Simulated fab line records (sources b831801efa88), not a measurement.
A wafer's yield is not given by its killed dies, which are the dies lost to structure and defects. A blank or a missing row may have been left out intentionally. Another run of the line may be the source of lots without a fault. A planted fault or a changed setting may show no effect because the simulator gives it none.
8D (eight disciplines) problem report, filled in by code :: flow sky130 :: the parts of the form that need people (team, actions taken, sign-off) are left out

1. PROBLEM STATEMENT
Wafers free of any fault read 1764 nm (standard deviation 23) for VIA4_HDPCVD_THK at SKY_VIA4_THK_MEAS_01, against a mean of 2649 nm on 9 wafers of 3 lots. That is +38 standard deviations from the usual mean.
First seen on wafer L629.2, day 46 03:21, on filmMetro-02. The record holds 30 wafers of 10 lots with a number at this step. Rule for "out" (also "out of limits"): further than 4 standard deviations from the usual mean. Any other wafer with a number is counted as sound.

2. WHAT THIS IS AND IS NOT
question: which readings at this step
is: VIA4_HDPCVD_THK
is not: -

question: which lots
is: L629, L630, L631
is not: L614, L619, L620, L622, L626, L632, L636

question: which wafers of those lots
is: all that have a number
is not: -

question: read on which gauges
is: filmMetro-02, filmMetro-03
is not: filmMetro-04

question: when
is: from day 46 03:21
is not: up to then (15 sound wafers); but 6 sound wafers of L632, L636 came after

3. THE SUSPECTS, EACH WITH WHAT RULES IT OUT
Counting: a tool stays on the suspect list if, at a process step up to the reading, it processed all lots that are out and no sound lot following the first of them.
- the gauge at SKY_VIA4_THK_MEAS_01 has been ruled out. Those wafers that are out were read across 2 gauges (filmMetro-02, filmMetro-03).
- cmp-01 at SKY_VIA2_CMP_02 (polishes SiO2): ruled out as a lasting fault. Sound lots L632 ran on it after its first lot that is out, L629 (day 39 21:58).
- hdpcvd-01 at SKY_VIA4_HDPCVD_00 (deposits SiO2, target thk 1750 nm, time 291.7 s): kept. Every lot that is out went through it, starting with L629 (day 46 03:10), and after that it ran no sound lot; the last sound lot it ran before then is L626 (day 45 08:56). Its own readings are out on those wafers: sih4FlowSccm.
Left after counting: hdpcvd-01 at SKY_VIA4_HDPCVD_00.

4. THE CAUSE (what the simulator had put in)
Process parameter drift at SKY_VIA4_HDPCVD_00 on hdpcvd-01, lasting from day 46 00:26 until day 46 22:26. Setting sih4FlowSccm shifted by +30 from 60. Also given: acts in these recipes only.
Only this tool survived the counting.

5. SEQUENCE OF EFFECTS, ordered by route
One row per reading whose mean, taken over the struck wafers that have a number, lies over 3 standard deviations from the usual. Only readings whose record carries a usual standard deviation are examined. hours: median over the lots of the time between each lot's start at the first step of this table that gives one and its start at this step. sigmas: the change, counted in usual standard deviations.
hours: 0
step: SKY_VIA4_HDPCVD_00
reading: sih4FlowSccm
usual: 59.99 sccm
on struck wafers: 90.03
change: +30.04
sigmas: +99 or more

hours: 0
step: SKY_VIA4_THK_MEAS_01
reading: VIA4_HDPCVD_THK
usual: 1764 nm
on struck wafers: 2649
change: +885
sigmas: +38
It contains these process steps:
- SKY_VIA4_HDPCVD_00: deposits SiO2, target thk 1750 nm, time 291.7 s.

6. HOW IT WOULD HAVE BEEN CAUGHT EARLIER
3 hours passed between the start of the fault at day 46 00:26 and the first reading out of limits at a measuring or inspecting step in this record, taken at day 46 03:21.
At SKY_VIA4_HDPCVD_00, the tool's own readings (sih4FlowSccm) were out on each struck wafer the step has a row for, so an alarm limit on them would have fired on the first such wafer.
Of the lots that are out (3), L630, L631 began SKY_VIA4_HDPCVD_00 on hdpcvd-01 after day 46 03:21. A hold on the tool at that time would have spared those 2.
